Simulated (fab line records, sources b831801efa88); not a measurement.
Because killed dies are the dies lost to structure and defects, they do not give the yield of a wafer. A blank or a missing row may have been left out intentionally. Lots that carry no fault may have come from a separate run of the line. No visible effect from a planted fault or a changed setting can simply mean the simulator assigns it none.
Lot-split experiment + flow gf180mcu + on a route of 602 steps: 5 lots, 23 wafers read

THE SPLIT
At GF_VT_IMPLANT_STRIP_31 (strips in O2/N2), the setting platen-temp-c was moved away from the recipe's 250 C on 10 of the 23 wafers read, by -2.4% to +2.9%. For the rest of the wafers, this setting stayed at what the recipe calls for.

The split's own step is where the reading is taken.

THE READING
oes-product-au, in a.u., at GF_VT_IMPLANT_STRIP_31 (strips in O2/N2). Fault-free wafers of this fab line usually give 0.716 a.u., standard deviation 0.0046 a.u.

| wafer  | tool, chamber at the split | platen-temp-c as run, C | against the recipe | oes-product-au, a.u. | against lot-mates on the recipe |
|--------|----------------------------|-------------------------|--------------------|----------------------|---------------------------------|
| L074.1 | plasma-asher-03, 0         | 257.2                   | +2.9%              | 0.753                | +0.039                          |
| L074.2 | plasma-asher-03, 1         | 257.2                   | +2.9%              | 0.754                | +0.040                          |
| L074.3 | plasma-asher-03, 0         | 250                     | recipe             | 0.711                | -                               |
| L074.4 | plasma-asher-03, 1         | 250                     | recipe             | 0.716                | -                               |
| L074.5 | plasma-asher-03, 1         | 250                     | recipe             | 0.716                | -                               |
| L081.1 | plasma-asher-01, 1         | 250                     | recipe             | 0.720                | -                               |
| L081.2 | plasma-asher-01, 0         | 244.8                   | -2.1%              | 0.673                | -0.045                          |
| L081.3 | plasma-asher-01, 0         | 250                     | recipe             | 0.712                | -                               |
| L081.5 | plasma-asher-01, 1         | 244.8                   | -2.1%              | 0.673                | -0.045                          |
| L081.6 | plasma-asher-01, 0         | 250                     | recipe             | 0.722                | -                               |
| L082.1 | plasma-asher-01, 1         | 243.9                   | -2.4%              | 0.669                | -0.047                          |
| L082.2 | plasma-asher-01, 0         | 243.9                   | -2.4%              | 0.662                | -0.054                          |
| L082.4 | plasma-asher-01, 1         | 250                     | recipe             | 0.714                | -                               |
| L082.5 | plasma-asher-01, 0         | 243.9                   | -2.4%              | 0.667                | -0.049                          |
| L082.6 | plasma-asher-01, 1         | 250                     | recipe             | 0.719                | -                               |
| L084.2 | plasma-asher-03, 0         | 250                     | recipe             | 0.718                | -                               |
| L084.4 | plasma-asher-03, 1         | 250                     | recipe             | 0.711                | -                               |
| L084.6 | plasma-asher-03, 0         | 250                     | recipe             | 0.711                | -                               |
| L085.1 | plasma-asher-03, 1         | 254                     | +1.6%              | 0.758                | +0.040                          |
| L085.2 | plasma-asher-03, 0         | 250                     | recipe             | 0.725                | -                               |
| L085.3 | plasma-asher-03, 1         | 254                     | +1.6%              | 0.756                | +0.038                          |
| L085.4 | plasma-asher-03, 0         | 250                     | recipe             | 0.712                | -                               |
| L085.6 | plasma-asher-03, 1         | 254                     | +1.6%              | 0.759                | +0.041                          |

FIT RESULTS
A straight line over all 23 wafers: oes-product-au changes by +0.0189 a.u. for each +1% of platen-temp-c; r = +0.97; the points scatter about the line by 0.0079 a.u.
The same after taking each lot's own level away (the mean of its wafers on the recipe; 23 wafers): +0.0191 a.u. for each +1%; r = +0.97; scatter 0.007 a.u.
According to that fit, moving platen-temp-c by its largest amount changes the reading by 0.055 a.u.
Measured against the standard deviation above, the lots' own levels, which go from 0.7133 to 0.7185 a.u., span 1.1 times it.
Hence the lot-to-lot level has little effect on the slope; both slopes agree.
Check: +0.0578 a.u. against its lot-mates is what the line predicts for one of the wafers moved furthest among these (+2.9%) when that wafer is left out of the fit. It came out at +0.0387 a.u. against them.
Tool readings at the split's step, against how far the setting was moved: oes-product-au r = +0.97; strip-time-to-endpoint-s r = -1.00.

THESE WAFERS: OTHER SPLITS
Note: prior to the reading, these wafers also went through further splits. Each is held against what the fit with the lots' levels taken away leaves over:
| other split on the same wafers    | wafers away from the commonest value | r with oes-product-au (lot level and that fit taken away) |
|-----------------------------------|--------------------------------------|-----------------------------------------------------------|
| GF_STI_COAT_07 resist-thk-nm      | 11                                   | -0.42                                                     |
| GF_STI_SOFTBAKE_08 temp-c         | 7                                    | -0.27                                                     |
| GF_NWELL_IMPLANT_08 energy-kev    | 5                                    | +0.07                                                     |
| GF_LVPWELL_COAT_02 spin-rpm       | 8                                    | -0.20                                                     |
| GF_LVPWELL_IMPLANT_09 energy-kev  | 4                                    | -0.12                                                     |
| GF_MVPSD_IMPLANT_08 dose-cm2      | 8                                    | -0.01                                                     |
| GF_VT_IMPLANT_IMPLANT_30 dose-cm2 | 7                                    | +0.34                                                     |

THE WHOLE CHAIN: every reading that the file lists as answering this split, in the file's order
| step                   | what it does    | reading                  | change (the file's fit)                  | r (the file's) |
|------------------------|-----------------|--------------------------|------------------------------------------|----------------|
| GF_VT_IMPLANT_STRIP_31 | strips in O2/N2 | oes-product-au           | +0.0187 a.u. for each +1% of the setting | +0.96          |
| GF_VT_IMPLANT_STRIP_31 | strips in O2/N2 | strip-time-to-endpoint-s | withheld for each +1% of the setting     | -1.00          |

FILE'S OWN FIT
oes-product-au changes by +0.0187 a.u. for each +1% of platen-temp-c, r = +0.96.
